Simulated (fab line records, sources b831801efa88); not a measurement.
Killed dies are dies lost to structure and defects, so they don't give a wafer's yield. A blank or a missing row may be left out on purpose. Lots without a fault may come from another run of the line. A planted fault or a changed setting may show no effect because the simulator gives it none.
Problem report in the 8D (eight disciplines) form, filled by code | flow sky130 | the parts of the form that need people (team, actions taken, sign-off) are left out

1. THE PROBLEM
METAL5_ALCU_RS at SKY_METAL5_RS_MEAS_05 reads a mean of 0.03282 ohm/sq on 4 wafers of 3 lots; wafers without a fault read 0.02713 ohm/sq with a standard deviation of 0.00026. That is +22 standard deviations from the usual mean.
The step: measures by four-point-probe.
First seen on wafer L907.2, day 47 08:35, on film_metro-04. The record holds 30 wafers of 10 lots with a number at this step. Rule for "out", or "out of limits": more than 4 standard deviations from the usual mean. The other wafers with a number count as sound.

2. WHAT IT IS AND WHAT IT IS NOT
question                    | is                                          | is not
which readings at this step | METAL5_ALCU_RS                              | -
which lots                  | L907, L911, L912                            | L893, L894, L903, L905, L906, L909, L913
which wafers of those lots  | L907.2, L911.1, L911.5, L912.2              | L907.1, L907.5, L911.2, L912.1, L912.4
read on which gauges        | film_metro-01, film_metro-02, film_metro-04 | -
when                        | from day 47 08:35                           | up to then (14 sound wafers); but 12 sound wafers of L906, L909, L911, L912, L913 came after

3. SUSPECTS, AND WHAT RULES EACH OUT
Counting: a tool at a process step up to the reading stays a suspect if it ran every lot that is out. Sound lots after the first of them don't rule it out here, since some wafers of a struck lot are sound.
- the gauge at SKY_METAL5_RS_MEAS_05: ruled out. The wafers that are out were read on 3 gauges (film_metro-01, film_metro-02, film_metro-04).
- pvd_sputter-03 at SKY_METAL5_SPUTTER_02 (material AlCu, target thk 1150 nm, time 61.2 s): kept. It ran every lot that is out, first L907 (day 47 08:28); its last sound lot up to then is L905 (day 47 02:16).
Left after counting: pvd_sputter-03 at SKY_METAL5_SPUTTER_02.

4. THE CAUSE (what the simulator had put in)
Site profile drift: pvd_sputter-03, from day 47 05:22 on, at SKY_METAL5_SPUTTER_02. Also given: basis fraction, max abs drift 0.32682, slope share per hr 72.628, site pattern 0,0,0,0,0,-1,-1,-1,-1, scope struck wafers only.
Counting left only this tool.

5. THE CHAIN OF EFFECTS, in route order
Each row: a reading whose mean over the struck wafers that have a number lies more than 3 standard deviations from the usual. Only readings for which the record gives a usual standard deviation are gone through. hours: the time from each lot's start at the first step in this table that gives one to its start at this step, as a median over the lots. sigmas: the change in usual standard deviations.
hours | step                     | reading         | usual          | on struck wafers | change   | sigmas
0     | SKY_METAL5_RS_MEAS_05    | METAL5_ALCU_RS  | 0.02713 ohm/sq | 0.03282          | +0.00569 | +22
0     | SKY_METAL5_THK_MEAS_06   | METAL5_ALCU_THK | 1144 nm        | 984              | -160     | -13
18    | SKY_METAL5_METAL_ETCH_15 | oes_product_au  | 0.894 a.u.     | 0.829            | -0.065   | -13
The process steps in it:
- SKY_METAL5_METAL_ETCH_15: etches the open film in Cl2/BCl3, stops on SiO2, target depth 1260 nm, time 252 s.

6. WHAT WOULD HAVE CAUGHT IT SOONER
In this record the first reading out of limits at a measuring or inspecting step was taken at day 47 08:35, 3 hours after the fault began at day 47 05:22.
Of the tool readings at SKY_METAL5_SPUTTER_02 for which the record gives a usual standard deviation, none was out on any struck wafer, so an alarm limit of 4 standard deviations on them would not have fired.
Of the lots that are out (3), L911, L912 began SKY_METAL5_SPUTTER_02 on pvd_sputter-03 after day 47 08:35. A hold on the tool at that time would have spared those 2.
